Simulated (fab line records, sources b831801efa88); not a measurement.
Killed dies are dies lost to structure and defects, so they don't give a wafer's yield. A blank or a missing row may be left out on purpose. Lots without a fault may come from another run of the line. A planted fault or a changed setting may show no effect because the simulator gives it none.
A struck lot beside a sound one | flow gf180mcu | 14 steps out of a route of 602
Sound: wafers L324.2, L324.5, L324.6. Struck: wafers L333.2, L333.4, L333.6. The cause comes at the end.
At each step with rows: each side's tool, then ch and its chambers, then its first start. Under that, the readings that differ: sound wafers | struck wafers | difference of the means | sigmas: that difference in standard deviations of wafers without a fault.
alike: readings whose means differ by less than 2 such deviations, and words and numbers that are the same on both sides. not compared: withheld readings, readings that some wafer has no value for, bounds like >300 that may hide the same value, and numbers for which the record gives no deviation and whose values overlap.
The two part at a step that has a row with sigmas, a row that says differs or no value, or rows on one side only. Numbers that don't overlap but have no deviation are shown without sigmas and don't part them. A reading that every wafer of one side lacks parts them only if that side has two wafers or more.

GF_HV_LDD_CD_MEAS_31: target cd 400 nm.
  sound on cd_sem-02, day 13 18:26; struck on cd_sem-01, day 16 20:17
  alike: cd_nm
GF_HV_LDD_OVL_MEAS_32:
  sound on overlay-02, day 13 18:33; struck on overlay-02, day 16 20:24
  alike: HV_LDD_02_OVL
then, 4 steps without rows for these wafers: GF_HV_LDD_IMPLANT_33; GF_HV_LDD_IMPLANT_34; GF_HV_LDD_IMPLANT_35; GF_HV_LDD_IMPLANT_36.
GF_HV_LDD_STRIP_37: strips in O2/N2.
  sound on plasma_asher-03 ch 0,1, day 13 19:11; struck on plasma_asher-04 ch 0,1, day 16 21:02
  alike: drypump_motor_current_A, heater_power_w, oes_product_au, strip_time_to_endpoint_s
  not compared: rf_hours_counter_h
GF_HV_LDD_TW_MEAS_38:
  sound on film_metro-01, day 13 19:20; struck on film_metro-03, day 16 21:08
  alike: HV_LDD_3_TW
then, 4 steps without rows for these wafers: GF_HV_LDD_DEHYDRATE_39 (time 60 s); GF_HV_LDD_HMDS_40 (prime time 60 s); GF_HV_LDD_COAT_41 (resist thk 1000 nm); GF_HV_LDD_SOFTBAKE_42 (time 60 s).
GF_HV_LDD_EXPOSE_43: exposes mask Pplus HV AREA, target cd 400 nm.
  sound on iline_stepper-01 ch 0, day 14 04:38; struck on iline_stepper-01, day 17 08:52
  no value came back on the struck wafers for exposure_dose_mJ_cm2, focus_offset_nm (nm), reticle_temp_C (C); on the sound wafers exposure_dose_mJ_cm2 reads 140.01 140.07 139.96
  reading                        | sound                      | struck                  | difference | sigmas
  model.HV_LDD.overlay_x_nm (nm) | -0.02034 -0.02034 -0.02034 | -0.3256 -0.3256 -0.3256 | -0.3053    |
  alike: mask
then, 1 step without rows for these wafers: GF_HV_LDD_PEB_44.

WHERE THEY PART
Only at GF_HV_LDD_EXPOSE_43, within this record.

WHY: what the simulator had put in
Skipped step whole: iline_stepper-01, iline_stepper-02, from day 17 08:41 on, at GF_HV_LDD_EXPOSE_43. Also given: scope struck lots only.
